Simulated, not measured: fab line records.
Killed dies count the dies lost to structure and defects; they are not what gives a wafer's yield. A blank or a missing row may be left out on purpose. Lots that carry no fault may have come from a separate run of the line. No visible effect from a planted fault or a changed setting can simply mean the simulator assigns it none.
fab line records	flow sky130
record: lots: 11	wafers: 33	last-day: 49
route steps=708 shown METAL3@569 VIA3@596 METAL4@602
lots with no fault: from the same line, run without faults
start-h: the number of hours between the record's first day and the start of the first shown wafer of the lot	wait-h: hours elapsed since this lot's preceding step	" same as the row above	L1.1+2: several wafers, shown together as one row	- no value present, or no start provided	* or withheld: withheld	< > ~ a bound
route shown NAME@n: names a module that has steps shown in the file, with the first one's number in the route	usual: mean/standard deviation of fault-free wafers	same: alike in all rows	chamber/n: place in a boat	sites: the reading at each site	_std_site: standard deviation across them	_edge_site: outer sites' mean less inner sites'	radius-mm: for every site, how far away it sits from the centre of the wafer	mask NAME#n: copy n	behind: the last tool/chamber to shape the wafer	hold: reason for holding the lot/hours on hold/outcome of the hold	device: transistor that didn't switch, given as n, p or np	end of line: tests run on the same wafers once the route is complete	step lacking rows: just its recipe	killed: not the wafer's yield, but the dies lost to structure and defects at the first sort	map: the dies of a wafer, with x for killed, . for not killed, _ for no die there
set.NAME: the setting the step ran with; set.NAME@STEP: the setting that earlier step ran with	model.NAME: the simulator's own value behind a step, which no gauge read
a sample of lots followed through the steps of the route, with each step as a table and each wafer as a row
services: the hour from which a tool's chamber was out of use, counted from the record's first day as start-h (under 0 if before that day), plus the number of hours and why
== steps ==
step: SKY_METAL3_STRIP_19
recipe: chemistry: O2/N2	power-w: 1400	pressure-mtorr: 1500	platen-temp-c: withheld	o2-flow-sccm: 3000	n2-flow-sccm: 300	overash-fraction: 0.5
usual: drypump-motor-current-A: 5.7/0.44	n2-flow-sccm: 300.1/0.88	oes-product-au: 0.502/0.0056	strip-time-to-endpoint-s: 6.54/0.074
lot.wafer	tool	chamber	start-h	wait-h	drypump-motor-current-A	n2-flow-sccm	oes-product-au	rf-hours-counter-h	strip-time-to-endpoint-s
L161.2	plasma-asher-01	0	882.92	0.1	5.6	301.1	0.504	15	6.45
L161.4	"	1	"	"	6.6	300.5	0.497	-	6.51
L161.6	"	0	"	"	5.6	301.8	0.496	-	6.49
L163.3	plasma-asher-03	0	902.73	0.1	5.2	300.8	0.496	-	6.58
L163.4	"	1	"	"	5.5	299.1	0.500	-	6.60
L163.5	"	0	"	"	5.2	301.8	0.504	-	6.63
L164.1	plasma-asher-03	0	917.60	0.2	5.2	300.0	0.503	77	6.53
L164.3	"	0	"	"	5.2	300.2	0.504	-	6.52
L164.4	"	1	"	"	5.5	300.8	0.504	-	6.54
L165.1	plasma-asher-01	1	925.28	0.3	6.5	300.8	0.502	19	6.42
L165.2	"	0	"	"	5.6	299.8	0.493	19	6.44
L165.6	"	1	"	"	6.5	299.7	0.501	-	6.41
L167.1	plasma-asher-03	1	935.06	0.1	5.6	300.1	0.497	79	6.43
L167.3	"	0	"	"	5.2	300.4	0.500	-	6.57
L167.6	"	1	"	"	5.5	299.0	0.505	-	6.52
L169.1	plasma-asher-02	0	955.48	0.1	6.0	300.1	0.494	113	6.43
L169.4	"	1	"	"	6.1	301.5	0.493	-	6.48
L169.6	"	0	"	"	6.0	301.4	0.508	-	6.49
L170.2	plasma-asher-02	1	961.81	0.1	6.1	298.9	0.500	113	6.37
L170.3	"	0	"	"	5.9	300.0	0.489	-	6.33
L170.4	"	1	"	"	6.1	299.8	0.496	-	6.32
L172.1	plasma-asher-01	1	976.81	0.1	6.6	300.5	0.503	23	6.51
L172.2	"	0	"	"	5.6	300.0	0.501	23	6.55
L172.4	"	1	"	"	6.6	300.1	0.501	-	6.55
L174.1	plasma-asher-03	0	1003.66	0.1	5.2	300.1	0.502	87	6.61
L174.3	"	1	"	"	5.6	299.8	0.509	-	6.57
L174.5	"	1	"	"	5.6	300.0	0.499	-	6.55
L176.2	plasma-asher-03	0	1028.89	0.2	5.2	299.1	0.503	89	6.48
L176.5	"	1	"	"	5.5	299.5	0.502	-	6.52
L176.6	"	0	"	"	5.2	299.0	0.509	-	6.52
L177.1	plasma-asher-02	1	1037.13	0.1	6.0	299.5	0.510	119	6.60
L177.2	"	0	"	"	6.0	301.2	0.496	119	6.52
L177.3	"	1	"	"	6.1	302.7	0.497	-	6.55
step: SKY_VIA3_THK_MEAS_23
recipe: thk-meas-gauge: xrf	reads: W_of_VIA3_CVD_21
usual: VIA3_W_THK: 395/6.5
lot.wafer	tool	chamber	start-h	wait-h	VIA3_W_THK[nm]
L161.2	film-metro-03	-	911.25	0.1	388
L161.4	"	-	"	"	395
L161.6	"	-	"	"	395
L163.3	film-metro-02	-	930.21	0.1	403
L163.4	"	-	"	"	403
L163.5	"	-	"	"	401
L164.1	film-metro-01	-	943.83	0.1	382
L164.3	"	-	"	"	392
L164.4	"	-	"	"	396
L165.1	film-metro-01	-	952.74	0.1	395
L165.2	"	-	"	"	396
L165.6	"	-	"	"	398
L167.1	film-metro-03	-	962.83	0.1	399
L167.3	"	-	"	"	399
L167.6	"	-	"	"	404
L169.1	film-metro-03	-	983.10	0.1	391
L169.4	"	-	"	"	388
L169.6	"	-	"	"	391
L170.2	film-metro-03	-	988.15	0.1	393
L170.3	"	-	"	"	392
L170.4	"	-	"	"	389
L172.1	film-metro-03	-	1003.21	0.1	404
L172.2	"	-	"	"	396
L172.4	"	-	"	"	393
L174.1	film-metro-01	-	1028.50	0.1	395
L174.3	"	-	"	"	391
L174.5	"	-	"	"	396
L176.2	film-metro-02	-	1053.20	0.1	395
L176.5	"	-	"	"	391
L176.6	"	-	"	"	392
L177.1	film-metro-01	-	1061.36	0.1	396
L177.2	"	-	"	"	395
L177.3	"	-	"	"	394
step: SKY_METAL4_SPUTTER_04
recipe: material: TiN	target-thk-nm: 70	power-w: 6500	time-s: 58.3	chamber-pressure-pa: 0.4
usual: throttle-valve-pct: 30.2/1.2
lot.wafer	tool	chamber	start-h	wait-h	throttle-valve-pct
L161.2	pvd-sputter-03	-	911.70	0.0	32.4
L161.4	"	-	"	"	30.2
L161.6	"	-	"	"	30.7
L163.3	pvd-sputter-03	-	930.65	0.0	30.5
L163.4	"	-	"	"	29.7
L163.5	"	-	"	"	29.3
L164.1	pvd-sputter-03	-	944.29	0.0	30.2
L164.3	"	-	"	"	29.1
L164.4	"	-	"	"	30.6
L165.1	pvd-sputter-01	-	953.20	0.0	30.5
L165.2	"	-	"	"	29.9
L165.6	"	-	"	"	30.3
L167.1	pvd-sputter-01	-	963.29	0.0	30.1
L167.3	"	-	"	"	31.5
L167.6	"	-	"	"	28.0
L169.1	pvd-sputter-03	-	983.56	0.0	29.3
L169.4	"	-	"	"	30.6
L169.6	"	-	"	"	30.5
L170.2	pvd-sputter-03	-	988.60	0.0	32.2
L170.3	"	-	"	"	30.5
L170.4	"	-	"	"	30.8
L172.1	pvd-sputter-01	-	1003.67	0.0	29.8
L172.2	"	-	"	"	28.0
L172.4	"	-	"	"	31.4
L174.1	pvd-sputter-01	-	1028.96	0.0	29.9
L174.3	"	-	"	"	31.2
L174.5	"	-	"	"	28.1
L176.2	pvd-sputter-03	-	1053.65	0.0	30.8
L176.5	"	-	"	"	30.6
L176.6	"	-	"	"	29.1
L177.1	pvd-sputter-04	-	1061.82	0.0	31.9
L177.2	"	-	"	"	30.2
L177.3	"	-	"	"	29.4
step: SKY_METAL4_COAT_08
recipe: resist: KrF-thick	spin-rpm: 3000	resist-thk-nm: 1140
lot.wafer	tool	chamber	start-h	wait-h
L161.2+4+6	litho-track-02	0	950	-
L163.3+4+5	litho-track-03	0	967	-
L164.1+3+4	litho-track-04	0	982	-
L165.1+2+6	litho-track-03	0	989	-
L167.1+3+6	litho-track-04	0	1000	-
L169.1+4+6	litho-track-04	0	1017	-
L170.2+3+4	litho-track-03	0	1024	-
L172.1+2+4	litho-track-02	0	1036	-
L174.1+3+5	litho-track-04	0	1061	-
L176.2+5+6	litho-track-02	0	1084	-
L177.1+2+3	litho-track-02	0	1094	-
step: SKY_METAL4_STRIP_19
recipe: chemistry: O2/N2	power-w: 1400	pressure-mtorr: 1500	platen-temp-c: withheld	o2-flow-sccm: 3000	n2-flow-sccm: 300	overash-fraction: 0.5
usual: drypump-motor-current-A: 5.8/0.39	n2-flow-sccm: 299.9/0.91	oes-product-au: 0.502/0.0056	strip-time-to-endpoint-s: 6.54/0.073
lot.wafer	tool	chamber	start-h	wait-h	drypump-motor-current-A	n2-flow-sccm	oes-product-au	rf-hours-counter-h	strip-time-to-endpoint-s
L161.2	plasma-asher-04	1	962.97	0.1	5.7	299.6	0.512	53	6.61
L161.4	"	0	"	"	5.8	300.2	0.501	-	6.57
L161.6	"	1	"	"	5.7	298.2	0.518	-	6.67
L163.3	plasma-asher-04	1	981.85	0.1	5.7	300.9	0.500	-	6.57
L163.4	"	0	"	"	5.8	301.6	0.501	-	6.57
L163.5	"	0	"	"	5.8	301.0	0.507	-	6.51
L164.1	plasma-asher-01	1	993.82	0.1	6.6	298.6	0.499	25	6.50
L164.3	"	0	"	"	5.6	299.9	0.502	-	6.55
L164.4	"	1	"	"	6.6	299.8	0.500	-	6.44
L165.1	plasma-asher-01	0	1002.97	0.1	5.6	301.0	0.509	26	6.58
L165.2	"	1	"	"	6.6	301.5	0.500	26	6.59
L165.6	"	0	"	"	5.5	300.5	0.506	-	6.61
L167.1	plasma-asher-03	1	1011.27	0.1	5.6	299.2	0.511	88	6.64
L167.3	"	1	"	"	5.6	298.3	0.504	-	6.46
L167.6	"	0	"	"	5.2	299.7	0.512	-	6.69
L169.1	plasma-asher-03	0	1030.17	0.1	5.2	299.5	0.505	90	6.49
L169.4	"	1	"	"	5.6	300.3	0.504	-	6.52
L169.6	"	1	"	"	5.6	299.7	0.489	-	6.45
L170.2	plasma-asher-01	0	1035.72	0.1	5.6	300.3	0.499	30	6.58
L170.3	"	1	"	"	6.6	298.8	0.507	-	6.52
L170.4	"	0	"	"	5.6	299.7	0.497	-	6.41
L172.1	plasma-asher-01	1	1048.92	0.1	6.6	300.6	0.511	31	6.69
L172.2	"	0	"	"	5.6	298.9	0.511	31	6.66
L172.4	"	0	"	"	5.6	298.1	0.520	-	6.72
L174.1	plasma-asher-01	1	1073.11	0.1	6.6	299.8	0.504	33	6.63
L174.3	"	1	"	"	6.6	297.8	0.501	-	6.60
L174.5	"	0	"	"	5.6	300.3	0.507	-	6.63
L176.2	plasma-asher-01	1	1097.13	0.2	6.6	300.0	0.500	36	6.49
L176.5	"	0	"	"	5.6	301.1	0.508	-	6.48
L176.6	"	1	"	"	6.6	300.4	0.499	-	6.48
L177.1	plasma-asher-03	0	1103.77	0.1	5.2	299.5	0.503	97	6.57
L177.2	"	1	"	"	5.5	299.5	0.500	97	6.53
L177.3	"	1	"	"	5.5	299.6	0.512	-	6.80
== services ==
tool	chamber	start-h	hours	kind
pvd-sputter-03	-	859.39	0.8	repair
plasma-asher-02	-	882.39	11.8	repair
plasma-asher-02	-	892.43	0.4	repair
pvd-sputter-04	-	913.26	2.2	repair
pvd-sputter-04	0	920.86	-	consumable-replace:kit
pvd-sputter-04	0	920.86	18.0	scheduled-down
pvd-sputter-04	0	920.86	18.0	vent-cycle
pvd-sputter-01	-	939.47	6.4	repair
plasma-asher-04	-	947.46	2.5	repair
plasma-asher-02	-	975.35	14.6	pm
pvd-sputter-04	-	993.61	7.5	repair
plasma-asher-02	-	1000.55	2.4	repair
plasma-asher-01	-	1018.72	1.3	repair
plasma-asher-04	-	1020.83	0.8	repair
pvd-sputter-01	0	1031.75	-	consumable-replace:kit
pvd-sputter-01	0	1031.75	18.0	scheduled-down
pvd-sputter-01	0	1031.75	18.0	vent-cycle
plasma-asher-02	-	1055.25	9.0	pm
plasma-asher-02	0	1055.25	9.0	vent-cycle
plasma-asher-02	1	1055.25	9.0	vent-cycle
plasma-asher-02	0	1064.25	-	clean
plasma-asher-02	1	1064.25	-	clean
pvd-sputter-01	-	1090.19	5.0	repair
plasma-asher-02	-	1093.15	3.5	repair
== key ==
first-sign: step: SKY_METAL4_STRIP_19	reading: strip-time-to-endpoint-s	direction: up	sigmas: 3.6	usual: *	struck: *
effect none on later readings
met-at SKY_METAL4_COAT_08
struck-lots L177
struck-wafers L177.3
not-acting-at SKY_METAL3_STRIP_19,SKY_VIA3_THK_MEAS_23,SKY_METAL4_SPUTTER_04
onset-between 1084 1094
fault: kind: process-parameter-drift	tool: litho-track-02	chamber: -	onset-h: 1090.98	steps: SKY_METAL4_COAT_08	channel: resist-thk-nm	offset: 27.005	shape: step	end-h: 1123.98	scope: struck-wafers-only	acts-in: these-recipes-only	stated: 1140
